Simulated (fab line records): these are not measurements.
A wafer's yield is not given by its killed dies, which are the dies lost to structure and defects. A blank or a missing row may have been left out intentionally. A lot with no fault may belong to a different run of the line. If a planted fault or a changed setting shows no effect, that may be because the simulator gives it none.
fab line records | flow sfqLine
record lots=14 | wafers=42 | lastDay=94
route steps=325 shown I0@53 I1@75 M3@131 M4@149
lots with no fault: from the same line, run without faults
startH: the number of hours between the record's first day and the start of the first shown wafer of the lot | waitH: hours since the lot's step before | " identical to the entry in the row above | L1.1+2: a row that stands for several wafers | - either no value or no given start | * or withheld: withheld | < > ~ a bound
route shown NAME@n: NAME is a module with steps in the file, n the number in the route of the first one | usual: mean and standard deviation over wafers with no fault | same: alike in all rows | chamber/n: place in a boat | sites: per-site readings | _std_site: how widely they spread, as a standard deviation | _edge_site: inner sites' mean taken away from outer sites' mean | radiusMm: for every site, how far away it sits from the centre of the wafer | mask NAME#n: copy n | behind: the tool/chamber that last shaped the wafer | hold: why the lot was held/for how many hours/how that ended | device: the transistor (n, p or np) that didn't switch | end of line: at the end of the route, the tests of the same wafers | a step with no rows: only its recipe | killed: not the wafer's yield, but the dies lost to structure and defects at the first sort | map: shows each die of a wafer: x if killed, . if not, _ if none is there
set.NAME: the run value of the setting; set.NAME@STEP: its run value at that earlier step | model.NAME: the simulator's own value behind a step, which no gauge read
one table for each step of the route and one row for each wafer, over a sample of lots
services: the hour from which a tool's chamber was out of use, counted from the record's first day as startH (under 0 if before that day), plus the number of hours and why
## steps
# step SFQ_I0_OVL_MEAS_908
# usual I0_OVL=-6/4.9
lot.wafer | tool       | chamber | startH | waitH | I0_OVL[nm]
L125.1    | overlay-02 | -       | 199.70 | 0.1   | -4
L125.5    | "          | -       | "      | "     | -10
L125.6    | "          | -       | "      | "     | -7
L126.1    | overlay-01 | -       | 206.90 | 0.1   | -11
L126.2    | "          | -       | "      | "     | -7
L126.6    | "          | -       | "      | "     | 1
L130.1    | overlay-01 | -       | 243.00 | 0.1   | -6
L130.2    | "          | -       | "      | "     | -8
L130.3    | "          | -       | "      | "     | -6
L131.2    | overlay-02 | -       | 247.81 | 0.1   | -14
L131.3    | "          | -       | "      | "     | -12
L131.4    | "          | -       | "      | "     | -11
L132.2    | overlay-02 | -       | 250.52 | 0.1   | -16
L132.3    | "          | -       | "      | "     | -12
L132.5    | "          | -       | "      | "     | -14
L133.1    | overlay-01 | -       | 256.21 | 0.1   | -10
L133.4    | "          | -       | "      | "     | -1
L133.6    | "          | -       | "      | "     | -4
L135.1    | overlay-02 | -       | 265.80 | 0.1   | 1
L135.2    | "          | -       | "      | "     | -2
L135.6    | "          | -       | "      | "     | 1
L137.2    | overlay-02 | -       | 279.01 | 0.1   | 5
L137.5    | "          | -       | "      | "     | -2
L137.6    | "          | -       | "      | "     | -3
L138.1    | overlay-02 | -       | 283.80 | 0.1   | -1
L138.2    | "          | -       | "      | "     | -9
L138.5    | "          | -       | "      | "     | 1
L144.2    | overlay-02 | -       | 318.11 | 0.1   | -10
L144.3    | "          | -       | "      | "     | -10
L144.4    | "          | -       | "      | "     | -10
L145.2    | overlay-02 | -       | 325.11 | 0.1   | 5
L145.3    | "          | -       | "      | "     | 7
L145.5    | "          | -       | "      | "     | 1
L146.2    | overlay-01 | -       | 332.31 | 0.1   | -8
L146.4    | "          | -       | "      | "     | -13
L146.6    | "          | -       | "      | "     | -14
L147.1    | overlay-02 | -       | 334.71 | 0.1   | -4
L147.2    | "          | -       | "      | "     | -5
L147.3    | "          | -       | "      | "     | -8
L148.1    | overlay-02 | -       | 343.11 | 0.1   | -3
L148.2    | "          | -       | "      | "     | -4
L148.4    | "          | -       | "      | "     | -12
# step SFQ_I1_BOW_MEAS_912
# recipe mode=bow
# usual I1_BOW=2/9.1
lot.wafer | tool         | chamber | startH | waitH | I1_BOW[um]
L125.1    | filmMetro-02 | -       | 284.82 | 1.5   | 1
L125.5    | "            | -       | "      | "     | 7
L125.6    | "            | -       | "      | "     | 5
L126.1    | filmMetro-03 | -       | 296.08 | 1.5   | -2
L126.2    | "            | -       | "      | "     | -6
L126.6    | "            | -       | "      | "     | -10
L130.1    | filmMetro-02 | -       | 339.55 | 2.5   | 6
L130.2    | "            | -       | "      | "     | 20
L130.3    | "            | -       | "      | "     | 19
L131.2    | filmMetro-02 | -       | 347.39 | 1.0   | 3
L131.3    | "            | -       | "      | "     | 8
L131.4    | "            | -       | "      | "     | 2
L132.2    | filmMetro-01 | -       | 352.39 | 2.5   | 3
L132.3    | "            | -       | "      | "     | -8
L132.5    | "            | -       | "      | "     | 0
L133.1    | filmMetro-01 | -       | 359.37 | 1.5   | 4
L133.4    | "            | -       | "      | "     | 17
L133.6    | "            | -       | "      | "     | 2
L135.1    | filmMetro-02 | -       | 371.87 | 2.0   | -2
L135.2    | "            | -       | "      | "     | -19
L135.6    | "            | -       | "      | "     | -12
L137.2    | filmMetro-03 | -       | 389.63 | 2.0   | 4
L137.5    | "            | -       | "      | "     | -4
L137.6    | "            | -       | "      | "     | 13
L138.1    | filmMetro-02 | -       | 393.36 | 2.0   | 4
L138.2    | "            | -       | "      | "     | -9
L138.5    | "            | -       | "      | "     | -10
L144.2    | filmMetro-03 | -       | 432.23 | 2.0   | -7
L144.3    | "            | -       | "      | "     | 3
L144.4    | "            | -       | "      | "     | 1
L145.2    | filmMetro-01 | -       | 440.23 | 1.5   | 4
L145.3    | "            | -       | "      | "     | -4
L145.5    | "            | -       | "      | "     | 7
L146.2    | filmMetro-03 | -       | 449.23 | 2.5   | -7
L146.4    | "            | -       | "      | "     | -12
L146.6    | "            | -       | "      | "     | -14
L147.1    | filmMetro-01 | -       | 450.49 | 2.5   | 0
L147.2    | "            | -       | "      | "     | -9
L147.3    | "            | -       | "      | "     | -3
L148.1    | filmMetro-03 | -       | 462.49 | 1.5   | 3
L148.2    | "            | -       | "      | "     | -2
L148.4    | "            | -       | "      | "     | 9
# step SFQ_TRILAYER_M3_STRIP_STRIP_079
# recipe gas=O2 | powerW=200 | platenTempC=40 | overashFraction=0.65 | chemistry=O2 | pressureMtorr=50
# usual drypumpMotorCurrentA=5.8/0.46 | oesProductAu=1.002/0.012 | platenTempC=40.03/0.13
lot.wafer | tool        | chamber | startH  | waitH | drypumpMotorCurrentA | oesProductAu | platenTempC | rfHoursCounterH
L125.1    | rieMetal-02 | 1       | 825.61  | 0.1   | 5.8                  | 1.003        | 40.05       | 115
L125.5    | "           | 1       | "       | "     | 5.9                  | 1.008        | 40.00       | -
L125.6    | "           | 0       | "       | "     | 6.3                  | 0.999        | 40.13       | -
L126.1    | rieMetal-04 | 0       | 844.99  | 0.2   | 6.2                  | 1.011        | 40.09       | 75
L126.2    | "           | 0       | "       | "     | 6.2                  | 1.007        | 40.05       | -
L126.6    | "           | 0       | "       | "     | 6.2                  | 0.998        | 40.25       | -
L130.1    | rieMetal-02 | 0       | 896.34  | 0.1   | 6.3                  | 0.985        | 40.22       | 117
L130.2    | "           | 1       | "       | "     | 5.9                  | 0.994        | 39.99       | 125
L130.3    | "           | 0       | "       | "     | 6.3                  | 0.986        | 40.20       | -
L131.2    | rieMetal-04 | 0       | 905.92  | 0.1   | 6.2                  | 0.997        | 39.90       | 86
L131.3    | "           | 0       | "       | "     | 6.2                  | 0.989        | 39.88       | -
L131.4    | "           | 1       | "       | "     | 5.6                  | 1.012        | 40.16       | -
L132.2    | rieMetal-01 | 1       | 913.12  | 0.1   | 5.6                  | 0.999        | 39.89       | 115
L132.3    | "           | 0       | "       | "     | 5.0                  | 0.997        | 39.71       | -
L132.5    | "           | 1       | "       | "     | 5.6                  | 1.010        | 40.01       | -
L133.1    | rieMetal-02 | 1       | 922.72  | 0.1   | 5.8                  | 0.998        | 39.91       | 129
L133.4    | "           | 0       | "       | "     | 6.3                  | 0.993        | 39.99       | -
L133.6    | "           | 0       | "       | "     | 6.3                  | 0.995        | 40.00       | -
L135.1    | rieMetal-02 | 0       | 943.05  | 0.1   | 6.3                  | 0.987        | 39.88       | 123
L135.2    | "           | 1       | "       | "     | 5.9                  | 0.993        | 39.47       | 131
L135.6    | "           | 0       | "       | "     | 6.3                  | 0.983        | 40.11       | -
L137.2    | rieMetal-02 | 1       | 958.65  | 0.1   | 5.8                  | 0.990        | 39.47       | 133
L137.5    | "           | 0       | "       | "     | 6.3                  | 0.975        | 40.04       | -
L137.6    | "           | 1       | "       | "     | 5.9                  | 0.989        | 39.49       | -
L138.1    | rieMetal-04 | 1       | 964.40  | 0.1   | 5.7                  | 1.006        | 39.95       | 18
L138.2    | "           | 0       | "       | "     | 6.2                  | 0.994        | 39.74       | 93
L138.5    | "           | 0       | "       | "     | 6.2                  | 1.003        | 39.83       | -
L144.2    | rieMetal-04 | 1       | 1023.02 | 0.1   | 5.7                  | 1.037        | 40.00       | 26
L144.3    | "           | 1       | "       | "     | 5.7                  | 1.033        | 39.96       | -
L144.4    | "           | 0       | "       | "     | 6.2                  | 0.994        | 40.02       | -
L145.2    | rieMetal-01 | 1       | 1031.42 | 0.1   | 5.6                  | 1.018        | 40.06       | 131
L145.3    | "           | 1       | "       | "     | 5.6                  | 1.004        | 40.22       | -
L145.5    | "           | 0       | "       | "     | 5.0                  | 1.010        | 39.99       | -
L146.2    | rieMetal-04 | 0       | 1036.34 | 0.1   | 6.2                  | 0.996        | 40.03       | 104
L146.4    | "           | 1       | "       | "     | 5.7                  | 1.024        | 39.98       | -
L146.6    | "           | 0       | "       | "     | 6.1                  | 0.992        | 40.03       | -
L147.1    | rieMetal-02 | 0       | 1037.54 | 0.1   | 6.3                  | 1.005        | 39.98       | 135
L147.2    | "           | 1       | "       | "     | 5.8                  | 1.023        | 40.05       | 2
L147.3    | "           | 1       | "       | "     | 5.8                  | 1.024        | 39.95       | -
L148.1    | rieMetal-01 | 0       | 1047.14 | 0.1   | 5.0                  | 1.013        | 40.00       | 45
L148.2    | "           | 1       | "       | "     | 5.6                  | 1.019        | 39.93       | 133
L148.4    | "           | 1       | "       | "     | 5.6                  | 1.025        | 39.90       | -
# step SFQ_TRILAYER_M4_DEP_SPUTTER_091
# recipe material=Nb | basePressurePa=1.33e-06 | chamberPressurePa=0.1333 | substrateTempC=20 | resputterCathodeVoltageV=400 | targetThkNm=200 | powerW=2000 | timeS=133.3
# usual cathodeDcPowerW=1999.9/0.37 | throttleValvePct=29.2/0.93
lot.wafer | tool          | chamber | startH  | waitH | cathodeDcPowerW | throttleValvePct
L125.1    | pvdSputter-04 | -       | 960.62  | 0.0   | 1999.6          | 30.0
L125.5    | "             | -       | "       | "     | 2000.2          | 29.1
L125.6    | "             | -       | "       | "     | 1999.1          | 29.9
L126.1    | pvdSputter-04 | -       | 979.39  | 0.0   | 2000.0          | 29.8
L126.2    | "             | -       | "       | "     | 2000.4          | 30.0
L126.6    | "             | -       | "       | "     | 1999.9          | 29.7
L130.1    | pvdSputter-05 | -       | 1050.32 | 0.0   | 1999.8          | 27.9
L130.2    | "             | -       | "       | "     | 1999.8          | 27.3
L130.3    | "             | -       | "       | "     | 1999.8          | 27.4
L131.2    | pvdSputter-04 | -       | 1066.04 | 0.0   | 2000.2          | 29.7
L131.3    | "             | -       | "       | "     | 1999.9          | 29.7
L131.4    | "             | -       | "       | "     | 2000.2          | 28.7
L132.2    | pvdSputter-06 | -       | 1075.86 | 0.0   | 2000.4          | 30.3
L132.3    | "             | -       | "       | "     | 2000.3          | 29.2
L132.5    | "             | -       | "       | "     | 1999.7          | 30.0
L133.1    | pvdSputter-05 | -       | 1086.66 | 0.0   | 1999.7          | 29.7
L133.4    | "             | -       | "       | "     | 2000.0          | 28.3
L133.6    | "             | -       | "       | "     | 2001.1          | 27.3
L135.1    | pvdSputter-05 | -       | 1098.66 | 0.0   | 1999.9          | 27.1
L135.2    | "             | -       | "       | "     | 1999.9          | 28.4
L135.6    | "             | -       | "       | "     | 2000.0          | 27.6
L137.2    | pvdSputter-04 | -       | 1117.99 | 0.0   | 2000.3          | 29.2
L137.5    | "             | -       | "       | "     | 1999.5          | 29.8
L137.6    | "             | -       | "       | "     | 2001.0          | 30.0
L138.1    | pvdSputter-06 | -       | 1122.79 | 0.0   | 1999.9          | 28.9
L138.2    | "             | -       | "       | "     | 2000.3          | 29.8
L138.5    | "             | -       | "       | "     | 1999.8          | 30.3
L144.2    | pvdSputter-06 | -       | 1176.93 | 0.0   | 1999.8          | 29.7
L144.3    | "             | -       | "       | "     | 1999.9          | 29.4
L144.4    | "             | -       | "       | "     | 1999.6          | 30.5
L145.2    | pvdSputter-06 | -       | 1188.93 | 0.0   | 2000.2          | 30.3
L145.3    | "             | -       | "       | "     | 1999.3          | 29.9
L145.5    | "             | -       | "       | "     | 2000.0          | 29.9
L146.2    | pvdSputter-05 | -       | 1198.51 | 0.0   | 2000.1          | 28.1
L146.4    | "             | -       | "       | "     | 1999.5          | 27.4
L146.6    | "             | -       | "       | "     | 2000.2          | 28.2
L147.1    | pvdSputter-04 | -       | 1199.71 | 0.0   | 2000.2          | 29.8
L147.2    | "             | -       | "       | "     | 2000.0          | 29.9
L147.3    | "             | -       | "       | "     | 2000.0          | 29.3
L148.1    | pvdSputter-04 | -       | 1202.11 | 0.0   | 1999.5          | 29.8
L148.2    | "             | -       | "       | "     | 2000.4          | 29.9
L148.4    | "             | -       | "       | "     | 2000.5          | 29.2
## services
tool          | chamber | startH  | hours | kind
rieMetal-04   | 1       | 806.58  | 9.1   | repair
pvdSputter-05 | -       | 812.63  | 2.5   | repair
rieMetal-01   | -       | 820.28  | 2.8   | pm
rieMetal-04   | -       | 836.82  | 0.5   | repair
rieMetal-01   | 0       | 885.55  | 20.9  | repair
pvdSputter-05 | -       | 896.62  | 1.7   | repair
pvdSputter-06 | -       | 900.24  | 2.6   | repair
rieMetal-04   | 0       | 925.95  | 7.5   | repair
pvdSputter-04 | -       | 944.16  | 1.8   | repair
pvdSputter-06 | -       | 978.57  | 61.3  | repair
rieMetal-02   | 1       | 999.17  | -     | clean
rieMetal-02   | 1       | 999.17  | 21.1  | scheduledDown
rieMetal-02   | 1       | 999.17  | 21.1  | ventCycle
pvdSputter-04 | -       | 1034.23 | 2.5   | repair
rieMetal-02   | 0       | 1041.76 | -     | clean
rieMetal-02   | 0       | 1041.76 | 17.2  | scheduledDown
rieMetal-02   | 0       | 1041.76 | 17.2  | ventCycle
pvdSputter-04 | -       | 1100.08 | 7.5   | repair
rieMetal-04   | -       | 1108.18 | 0.5   | repair
rieMetal-02   | 0       | 1115.24 | 20.2  | repair
pvdSputter-05 | -       | 1153.04 | 2.8   | repair
rieMetal-04   | -       | 1155.35 | 0.1   | repair
pvdSputter-04 | -       | 1187.69 | 0.5   | repair
pvdSputter-06 | -       | 1196.68 | 11.7  | repair
## key
firstSign step=SFQ_TRILAYER_M3_STRIP_STRIP_079 | reading=platenTempC | direction=down | sigmas=4.3 | usual=* | struck=*
effect none on later readings
metAt SFQ_TRILAYER_M3_STRIP_STRIP_079
struckLots L135,L137
struckWafers L135.2,L137.2,L137.6
notActingAt SFQ_I0_OVL_MEAS_908,SFQ_I1_BOW_MEAS_912,SFQ_TRILAYER_M4_DEP_SPUTTER_091
onsetBetween 922.72 943.05
fault kind=processParameterDrift | tool=rieMetal-02 | chamber=1 | onsetH=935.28 | steps=SFQ_TRILAYER_M3_STRIP_STRIP_079 | channel=platenTempC | offset=* | shape=step | endH=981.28 | actsIn=* | stated=*
